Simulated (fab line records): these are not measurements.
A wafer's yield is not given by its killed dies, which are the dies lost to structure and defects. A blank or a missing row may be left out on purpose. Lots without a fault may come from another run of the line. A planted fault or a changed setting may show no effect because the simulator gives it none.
The tool behind it: which one? :: flow sky130 :: 11 lots, 33 wafers sampled, at 3 steps of a route of 708

== WHAT THE GAUGES READ, wafer by wafer ==
SKY_VIA4_THK_MEAS_01.
lot: L592
measured: day 41 19:37
on: film metro-04
VIA4_HDPCVD_THK (nm): 1764 1741 1783

lot: L593
measured: day 41 21:33
on: film metro-03
VIA4_HDPCVD_THK (nm): 1745 1736 1762

lot: L594
measured: day 42 13:29
on: film metro-03
VIA4_HDPCVD_THK (nm): 1759 1774 1746

lot: L601
measured: day 44 15:38
on: film metro-02
VIA4_HDPCVD_THK (nm): 1955 1930 1950

lot: L602
measured: day 44 20:44
on: film metro-04
VIA4_HDPCVD_THK (nm): 1956 1930 1954

lot: L605
measured: day 45 15:31
on: film metro-04
VIA4_HDPCVD_THK (nm): 1784 1767 1775

lot: L606
measured: day 46 04:59
on: film metro-03
VIA4_HDPCVD_THK (nm): 1753 1790 1771

lot: L613
measured: day 47 11:17
on: film metro-03
VIA4_HDPCVD_THK (nm): 1756 1782 1767

lot: L612
measured: day 47 16:17
on: film metro-02
VIA4_HDPCVD_THK (nm): 1716 1717 1752

lot: L615
measured: day 47 20:21
on: film metro-03
VIA4_HDPCVD_THK (nm): 1777 1762 1774

lot: L614
measured: day 47 22:22
on: film metro-03
VIA4_HDPCVD_THK (nm): 1764 1750 1749

== WHICH TOOL RAN EACH LOT (tool, then ch and the chambers of the sampled wafers, then the start) ==
lot: L592
SKY_METAL4_SPUTTER_00: pvd sputter-03, day 39 17:00
SKY_VIA4_HDPCVD_00: hdpcvd-02 ch 0,1,2, day 41 19:26

lot: L593
SKY_METAL4_SPUTTER_00: pvd sputter-03, day 39 19:08
SKY_VIA4_HDPCVD_00: hdpcvd-02 ch 0,1,2, day 41 21:22

lot: L594
SKY_METAL4_SPUTTER_00: pvd sputter-04, day 40 11:38
SKY_VIA4_HDPCVD_00: hdpcvd-02 ch 0,1,2, day 42 13:18

lot: L601
SKY_METAL4_SPUTTER_00: pvd sputter-04, day 42 17:35
SKY_VIA4_HDPCVD_00: hdpcvd-01 ch 0,1,2, day 44 15:26

lot: L602
SKY_METAL4_SPUTTER_00: pvd sputter-03, day 42 21:26
SKY_VIA4_HDPCVD_00: hdpcvd-01 ch 0,1,2, day 44 20:37

lot: L605
SKY_METAL4_SPUTTER_00: pvd sputter-01, day 43 17:28
SKY_VIA4_HDPCVD_00: hdpcvd-02 ch 1,2, day 45 15:20

lot: L606
SKY_METAL4_SPUTTER_00: pvd sputter-01, day 44 08:42
SKY_VIA4_HDPCVD_00: hdpcvd-02 ch 0,1,2, day 46 04:49

lot: L613
SKY_METAL4_SPUTTER_00: pvd sputter-03, day 45 16:10
SKY_VIA4_HDPCVD_00: hdpcvd-02 ch 0,1,2, day 47 11:07

lot: L612
SKY_METAL4_SPUTTER_00: pvd sputter-04, day 45 20:22
SKY_VIA4_HDPCVD_00: hdpcvd-01 ch 0,1,2, day 47 16:06

lot: L615
SKY_METAL4_SPUTTER_00: pvd sputter-03, day 46 01:56
SKY_VIA4_HDPCVD_00: hdpcvd-02 ch 0,2, day 47 20:10

lot: L614
SKY_METAL4_SPUTTER_00: pvd sputter-03, day 46 03:17
SKY_VIA4_HDPCVD_00: hdpcvd-02 ch 0,1, day 47 22:11
- SKY_METAL4_SPUTTER_00: material Ti, target thk 15 nm, time 10 s.
- SKY_VIA4_HDPCVD_00: deposits SiO2, target thk 1750 nm, time 291.7 s.

== AS READ BY THE TOOLS THEMSELVES (means over the sampled wafers that have a number; for cases with no such wafer, the mark the record gives instead) ==
SKY_METAL4_SPUTTER_00.
lot: L592
tool: pvd sputter-03
throttle valve pct (%): 30.2

lot: L593
tool: pvd sputter-03
throttle valve pct (%): 30.1

lot: L594
tool: pvd sputter-04
throttle valve pct (%): 29.6

lot: L601
tool: pvd sputter-04
throttle valve pct (%): 29.9

lot: L602
tool: pvd sputter-03
throttle valve pct (%): 29.6

lot: L605
tool: pvd sputter-01
throttle valve pct (%): 30.8

lot: L606
tool: pvd sputter-01
throttle valve pct (%): 30.5

lot: L613
tool: pvd sputter-03
throttle valve pct (%): 29.9

lot: L612
tool: pvd sputter-04
throttle valve pct (%): 30.3

lot: L615
tool: pvd sputter-03
throttle valve pct (%): 30.2

lot: L614
tool: pvd sputter-03
throttle valve pct (%): 30.2

SKY_VIA4_HDPCVD_00.
lot: L592
tool: hdpcvd-02
run length s (s): 320.1

lot: L593
tool: hdpcvd-02
run length s (s): 319.8

lot: L594
tool: hdpcvd-02
run length s (s): 319.9

lot: L601
tool: hdpcvd-01
run length s (s): 355.7

lot: L602
tool: hdpcvd-01
run length s (s): 355.9

lot: L605
tool: hdpcvd-02
run length s (s): 320.2

lot: L606
tool: hdpcvd-02
run length s (s): 319.8

lot: L613
tool: hdpcvd-02
run length s (s): 320.0

lot: L612
tool: hdpcvd-01
run length s (s): 319.6

lot: L615
tool: hdpcvd-02
run length s (s): 319.8

lot: L614
tool: hdpcvd-02
run length s (s): 319.8

== THE ANSWER, worked out from the rows above alone ==
Rule: the lots themselves supply what counts as usual. Put in order of their means at a reading, lots are off if they are a third of the lots or fewer, leave a main group of 4 or more, and stand apart from it by a gap of 3 or more times the standard deviation of the main group's means; of several such gaps the widest counts. If all means in a main group match to the digits the tables above print for the reading, that group is not used. A lot without any number at a reading at which 4 lots or more have one is off too. The other lots that the step has rows for count as sound. Order of review: gauges by route order, followed by the tools' own readings, for which a lot's mean as printed above is used. At the first step where some lot is off, the reading lying furthest off is the one used; lots without a number count as furthest.
Off: at SKY_VIA4_THK_MEAS_01 (VIA4_HDPCVD_THK), L601, L602. The main group: mean 1760 nm, standard deviation 14.
A tool fits if, at a process step before that reading, it ran every lot that is off, and no sound lot after the first of them. The gauges at SKY_VIA4_THK_MEAS_01 aren't tried: what is off there is off at SKY_VIA4_HDPCVD_00 too, on other tools, and a gauge's error can't cause that. Of those tried, none fits.

== WHAT THE SIMULATOR PUT IN ==
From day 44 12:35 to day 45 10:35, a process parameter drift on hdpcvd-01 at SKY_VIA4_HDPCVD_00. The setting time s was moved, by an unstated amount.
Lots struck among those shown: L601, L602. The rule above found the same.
